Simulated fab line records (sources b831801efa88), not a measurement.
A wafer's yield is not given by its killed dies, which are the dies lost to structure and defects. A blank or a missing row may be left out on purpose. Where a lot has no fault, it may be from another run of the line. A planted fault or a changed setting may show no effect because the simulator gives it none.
Which tool is to blame?	flow sky130	Sampling: 24 lots, 72 wafers, 4 of 708 route steps

## WHAT THE GAUGES SHOWED, per wafer
SKY_METAL1_THK_MEAS_06: measures by xrf.
lot	measured	on	METAL1_ALCU_THK (nm)
L074	day 31 16:19	filmMetro-04	248 251 252
L075	day 31 18:20	filmMetro-02	242 243 245
L076	day 32 20:29	filmMetro-04	254 253 253
L077	day 32 21:13	filmMetro-01	253 252 254
L078	day 32 22:07	filmMetro-04	254 253 249
L079	day 33 08:41	filmMetro-01	242 240 241
L080	day 33 16:16	filmMetro-04	249 252 250
L081	day 34 04:22	filmMetro-04	253 254 255
L082	day 34 06:24	filmMetro-04	248 248 248
L083	day 34 20:16	filmMetro-01	254 257 256
L084	day 35 06:19	filmMetro-04	248 249 249
L085	day 35 05:37	filmMetro-01	250 253 252
L086	day 35 11:50	filmMetro-02	244 245 245
L087	day 36 05:01	filmMetro-02	249 247 248
L088	day 36 12:19	filmMetro-02	243 246 246
L089	day 36 23:59	filmMetro-04	249 247 249
L090	day 37 00:20	filmMetro-01	250 247 249
L091	day 37 05:46	filmMetro-01	246 246 246
L092	day 37 13:07	filmMetro-01	248 248 247
L093	day 37 16:53	filmMetro-01	246 247 245
L094	day 38 00:06	filmMetro-04	254 251 252
L095	day 38 08:08	filmMetro-02	245 244 246
L097	day 39 14:08	filmMetro-02	243 242 244
L096	day 39 12:51	filmMetro-04	249 249 249

## WHICH TOOL RAN EACH LOT (tool, then ch and the chambers of the sampled wafers, then the start)
lot	SKY_POLY_GATE_ETCH_17	SKY_SD_N_STRIP_11	SKY_CONTACT_ETCH_16
L074	rieSi-01 ch 0,2,3, day 16 10:49	plasmaAsher-02 ch 0,1, day 27 20:52	rieDiel-04 ch 0,1,2, day 31 14:37
L075	rieSi-02 ch 1,2, day 16 11:52	plasmaAsher-01 ch 0,1, day 27 22:54	rieDiel-04 ch 0,1,2, day 31 16:35
L076	rieSi-02 ch 0,2,3, day 16 23:46	plasmaAsher-02 ch 0,1, day 29 02:20	rieDiel-03 ch 1,2,3, day 32 18:47
L077	rieSi-02 ch 0,2,3, day 17 05:00	plasmaAsher-04 ch 0,1, day 29 02:25	rieDiel-02 ch 1,2,3, day 32 19:13
L078	rieSi-01 ch 0,1,3, day 17 14:22	plasmaAsher-01 ch 0,1, day 29 03:04	rieDiel-02 ch 1,2,3, day 32 20:05
L079	rieSi-01 ch 0,1, day 18 08:10	plasmaAsher-01 ch 0,1, day 29 15:37	rieDiel-04 ch 0,1,2, day 33 06:59
L080	rieSi-01 ch 1,3, day 18 14:34	plasmaAsher-04 ch 0,1, day 29 23:03	rieDiel-04 ch 1,2, day 33 14:38
L081	rieSi-01 ch 1,2,3, day 19 05:10	plasmaAsher-04 ch 0,1, day 30 12:50	rieDiel-04 ch 0,2, day 34 02:43
L082	rieSi-01 ch 1,2,3, day 19 08:44	plasmaAsher-02 ch 0,1, day 30 15:57	rieDiel-03 ch 0,1, day 34 04:44
L083	rieSi-02 ch 1,3, day 19 20:45	plasmaAsher-01 ch 0,1, day 31 05:07	rieDiel-02 ch 0,2,3, day 34 18:38
L084	rieSi-01 ch 1,2, day 20 09:40	plasmaAsher-04 ch 0,1, day 31 16:32	rieDiel-02 ch 0,3, day 35 04:41
L085	rieSi-02 ch 0,3, day 20 10:12	plasmaAsher-01 ch 0, day 31 16:09	rieDiel-03 ch 0,3, day 35 03:59
L086	rieSi-01 ch 0,2,3, day 20 19:07	plasmaAsher-01 ch 0,1, day 31 22:28	rieDiel-03 ch 0,1,3, day 35 10:07
L087	rieSi-02 ch 0,2, day 21 12:58	plasmaAsher-02 ch 0,1, day 32 16:20	rieDiel-04 ch 0,1, day 36 03:17
L088	rieSi-01 ch 0,1,3, day 21 20:16	plasmaAsher-02 ch 0, day 32 23:22	rieDiel-04 ch 0,1, day 36 10:41
L089	rieSi-02 ch 2,3, day 22 00:00	plasmaAsher-02 ch 1, day 33 11:46	rieDiel-02 ch 2,3, day 36 22:20
L090	rieSi-01 ch 0,1, day 22 09:52	plasmaAsher-04 ch 0,1, day 33 12:06	rieDiel-04 ch 0,1, day 36 22:41
L091	rieSi-02 ch 2,3, day 22 18:42	plasmaAsher-02 ch 0,1, day 33 18:21	rieDiel-02 ch 2,3, day 37 04:08
L092	rieSi-01 ch 0,1, day 23 03:39	plasmaAsher-04 ch 0,1, day 34 00:01	rieDiel-02 ch 1,3, day 37 11:02
L093	rieSi-02 ch 0,1,3, day 23 08:31	plasmaAsher-04 ch 0,1, day 34 04:27	rieDiel-04 ch 0,1,3, day 37 15:10
L094	rieSi-01 ch 0,2,3, day 23 17:25	plasmaAsher-02 ch 1, day 34 12:03	rieDiel-04 ch 1,3, day 37 22:26
L095	rieSi-02 ch 2,3, day 24 02:58	plasmaAsher-02 ch 0,1, day 34 20:47	rieDiel-03 ch 0,1, day 38 06:25
L097	rieSi-01 ch 1,2,3, day 25 09:03	plasmaAsher-01 ch 0,1, day 36 02:26	rieDiel-04 ch 0,1,2, day 39 12:29
L096	rieSi-02 ch 0,1,2, day 25 09:37	plasmaAsher-01 ch 0,1, day 36 02:00	rieDiel-03 ch 0,2, day 39 11:10
- SKY_POLY_GATE_ETCH_17: etches poly-Si in HBr/Cl2, stops on SiO2, target depth 180 nm, time 70.5 s.
- SKY_SD_N_STRIP_11: strips in O2/N2.
- SKY_CONTACT_ETCH_16: etches BARC in N2/H2, stops on SiO2, time 45.9 s, target depth 60 nm.

## WHAT THE TOOLS THEMSELVES READ (means of the sampled wafers that have a number; where no wafer has one, the mark that the record gives instead)
SKY_POLY_GATE_ETCH_17.
lot	tool	drypumpMotorCurrentA (A)	oesProductAu (a.u.)	rfFwdPowerW (W)	throttleValvePct (%)
L074	rieSi-01	5.87	0.986	409.3	33.683
L075	rieSi-02	5.39	1.002	410.4	33.687
L076	rieSi-02	5.54	0.996	409.3	33.676
L077	rieSi-02	5.56	0.995	409.9	33.680
L078	rieSi-01	5.73	0.996	410.2	33.683
L079	rieSi-01	5.73	0.995	408.4	33.682
L080	rieSi-01	5.76	0.990	410.1	33.681
L081	rieSi-01	5.88	0.997	409.3	33.686
L082	rieSi-01	5.87	0.991	409.9	33.686
L083	rieSi-02	5.56	0.994	410.6	33.684
L084	rieSi-01	5.98	0.997	408.0	33.679
L085	rieSi-02	5.64	0.985	412.6	33.680
L086	rieSi-01	5.86	0.989	410.6	33.685
L087	rieSi-02	5.41	0.984	409.9	33.684
L088	rieSi-01	5.74	0.994	409.2	33.681
L089	rieSi-02	5.57	0.987	410.3	33.697
L090	rieSi-01	5.70	0.989	411.5	33.683
L091	rieSi-02	5.55	0.992	412.2	33.689
L092	rieSi-01	5.70	0.990	410.4	33.683
L093	rieSi-02	5.43	0.990	409.9	33.685
L094	rieSi-01	5.84	0.992	409.4	33.678
L095	rieSi-02	5.69	0.989	410.9	33.685
L097	rieSi-01	5.87	0.984	409.2	33.686
L096	rieSi-02	5.32	0.984	409.3	33.680

SKY_SD_N_STRIP_11.
lot	tool	drypumpMotorCurrentA (A)	n2FlowSccm (sccm)	oesProductAu (a.u.)	stripTimeToEndpointS (s)
L074	plasmaAsher-02	5.5	299.2	0.527	22.66
L075	plasmaAsher-01	6.2	299.9	0.525	22.62
L076	plasmaAsher-02	5.5	300.1	0.526	22.73
L077	plasmaAsher-04	5.7	300.0	0.526	22.78
L078	plasmaAsher-01	6.3	300.4	0.524	22.72
L079	plasmaAsher-01	6.2	301.0	0.518	22.72
L080	plasmaAsher-04	5.6	300.8	0.523	22.65
L081	plasmaAsher-04	5.6	299.2	0.530	22.67
L082	plasmaAsher-02	5.5	299.2	0.526	22.65
L083	plasmaAsher-01	6.3	299.5	0.525	22.61
L084	plasmaAsher-04	5.6	300.3	0.524	22.64
L085	plasmaAsher-01	6.5	299.7	0.525	22.68
L086	plasmaAsher-01	6.3	300.4	0.530	22.71
L087	plasmaAsher-02	5.5	300.5	0.524	22.67
L088	plasmaAsher-02	5.3	299.9	0.530	22.71
L089	plasmaAsher-02	6.1	299.7	0.525	22.68
L090	plasmaAsher-04	5.6	300.2	0.529	22.73
L091	plasmaAsher-02	5.8	299.5	0.526	22.70
L092	plasmaAsher-04	5.6	300.9	0.524	22.59
L093	plasmaAsher-04	5.7	300.0	0.528	22.70
L094	plasmaAsher-02	6.1	299.7	0.524	22.60
L095	plasmaAsher-02	5.8	299.7	0.527	22.67
L097	plasmaAsher-01	6.2	300.4	0.524	22.73
L096	plasmaAsher-01	6.2	299.7	0.526	22.72

SKY_CONTACT_ETCH_16.
lot	tool	drypumpMotorCurrentA (A)	n2FlowSccm (sccm)	oesProductAu (a.u.)	rfFwdPowerW (W)	throttleValvePct (%)
L074	rieDiel-04	5.4	100.00	0.850	493.3	13.214
L075	rieDiel-04	5.4	100.31	0.853	495.8	13.224
L076	rieDiel-03	5.9	100.15	0.854	494.3	13.223
L077	rieDiel-02	6.2	99.89	0.855	493.4	13.224
L078	rieDiel-02	6.2	100.16	0.853	495.0	13.228
L079	rieDiel-04	5.4	99.74	0.849	494.0	13.225
L080	rieDiel-04	5.2	99.89	0.853	493.6	13.228
L081	rieDiel-04	5.3	99.97	0.859	495.8	13.231
L082	rieDiel-03	6.0	100.41	0.847	493.6	13.224
L083	rieDiel-02	5.8	99.85	0.857	494.1	13.222
L084	rieDiel-02	5.7	99.66	0.852	494.4	13.227
L085	rieDiel-03	5.3	99.93	0.855	492.0	13.220
L086	rieDiel-03	5.8	99.97	0.859	493.0	13.225
L087	rieDiel-04	5.6	100.16	0.854	494.7	13.228
L088	rieDiel-04	5.8	99.78	0.852	495.5	13.229
L089	rieDiel-02	6.0	99.98	0.855	495.9	13.222
L090	rieDiel-04	5.6	100.02	0.849	496.7	13.222
L091	rieDiel-02	6.0	99.93	0.853	495.2	13.222
L092	rieDiel-02	6.2	100.56	0.853	491.4	13.234
L093	rieDiel-04	5.5	100.12	0.851	494.4	13.232
L094	rieDiel-04	5.4	99.86	0.851	495.0	13.224
L095	rieDiel-03	6.0	100.01	0.863	493.4	13.226
L097	rieDiel-04	5.4	99.93	0.854	494.2	13.224
L096	rieDiel-03	5.1	100.01	0.850	493.2	13.223

## THE ANSWER, worked out from the rows above alone
Rule: what is usual is taken from the lots themselves. Put in order of their means at a reading, lots are off if they are a third of the lots or fewer, leave a main group of 4 or more, and stand apart from it by a gap of 3 or more times the standard deviation of the main group's means; of several such gaps the widest counts. The tables above print the reading to a certain number of digits; a main group whose means all agree to those digits is not used. Also off: a lot with no number at a reading for which 4 or more lots have one. All remaining lots with rows at the step are treated as sound. The gauges are gone through in route order, then the tools' own readings, and for those a lot's mean is taken as printed above. At the first step where some lot is off, the reading lying furthest off is the one used; lots without a number count as furthest.
Nothing can be told from this: no lot is off at any reading shown.

## WHAT HAD BEEN PUT IN BY THE SIMULATOR
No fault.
